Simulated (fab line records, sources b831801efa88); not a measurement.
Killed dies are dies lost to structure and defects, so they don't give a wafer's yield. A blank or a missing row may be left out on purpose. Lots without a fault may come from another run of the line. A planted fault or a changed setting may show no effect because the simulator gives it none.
Problem report in the 8D (eight disciplines) form, filled by code | flow gf180mcu | the parts of the form that need people (team, actions taken, sign-off) are left out

1. THE PROBLEM
MVSD_RS at GF_VT_IMPLANT_RS_MEAS_46 reads a mean of 443.6 ohm/sq on 6 wafers of 2 lots; wafers without a fault read 456.8 ohm/sq with a standard deviation of 1.2. That is -11 standard deviations from the usual mean.
The step: measures by four-point-probe.
First seen on wafer L308.3, day 11 07:34, on film_metro-04. The record holds 42 wafers of 14 lots with a number at this step. Rule for "out", or "out of limits": more than 4 standard deviations from the usual mean. The other wafers with a number count as sound.

2. WHAT IT IS AND WHAT IT IS NOT
question                    | is                     | is not
which readings at this step | MVSD_RS                | -
which lots                  | L308, L309             | L295, L296, L297, L298, L299, L300, L302, L304, L305, L315, L316, L317
which wafers of those lots  | all that have a number | -
read on which gauges        | film_metro-04          | film_metro-01, film_metro-03
when                        | from day 11 07:34      | up to then (27 sound wafers); but 9 sound wafers of L315, L316, L317 came after

3. SUSPECTS, AND WHAT RULES EACH OUT
Counting: a tool at a process step up to the reading stays a suspect if it ran every lot that is out and no sound lot after the first of them.
- the gauge at GF_VT_IMPLANT_RS_MEAS_46: ruled out. All the wafers that are out were read on film_metro-04, but those of them that GF_MVSD_IMPLANT_09 has rows for are out there too, on other tools.
- implanter-02 at GF_MVSD_IMPLANT_09: kept. It ran every lot that is out, first L308 (day 7 14:01), and no sound lot after that; its last sound lot up to then is L304 (day 6 15:47). Its own readings are out on those wafers: beam_on_s, faraday_current_uA.
Left after counting: implanter-02 at GF_MVSD_IMPLANT_09.

4. THE CAUSE (what the simulator had put in)
Process parameter drift: implanter-02, from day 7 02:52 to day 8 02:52, at GF_MVSD_IMPLANT_09. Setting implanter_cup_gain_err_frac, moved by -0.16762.
Counting left only this tool.

5. THE CHAIN OF EFFECTS, in route order
Each row: a reading whose mean over the struck wafers that have a number lies more than 3 standard deviations from the usual. Only readings for which the record gives a usual standard deviation are gone through. hours: the time from each lot's start at the first step in this table that gives one to its start at this step, as a median over the lots. sigmas: the change in usual standard deviations.
hours | step                     | reading            | usual        | on struck wafers | change | sigmas
0     | GF_MVSD_IMPLANT_09       | beam_on_s          | 9.99 s       | 12.01            | +2.02  | +10
0     | GF_MVSD_IMPLANT_09       | faraday_current_uA | 28.2         | 23.5             | -4.7   | -8.2
90    | GF_VT_IMPLANT_RS_MEAS_46 | MVSD_RS            | 456.8 ohm/sq | 443.6            | -13.2  | -11
The process steps in it:
- GF_MVSD_IMPLANT_09
Later measuring or inspecting steps at which every struck wafer that the step has a row for has a number for every such reading, and none has moved that far: GF_HV_LDD_OVL_MEAS_08, GF_HV_LDD_CD_MEAS_31, GF_M1_RS_MEAS_05.

6. WHAT WOULD HAVE CAUGHT IT SOONER
In this record the first reading out of limits at a measuring or inspecting step was taken at day 11 07:34, 101 hours after the fault began at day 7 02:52.
The tool's own readings at GF_MVSD_IMPLANT_09 were out on every struck wafer that the step has a row for (beam_on_s, faraday_current_uA): an alarm limit on them would have fired on the first of those.
All the lots that are out (2) had begun GF_MVSD_IMPLANT_09 on implanter-02 by day 11 07:34. A hold on the tool at that time would have spared none of them.
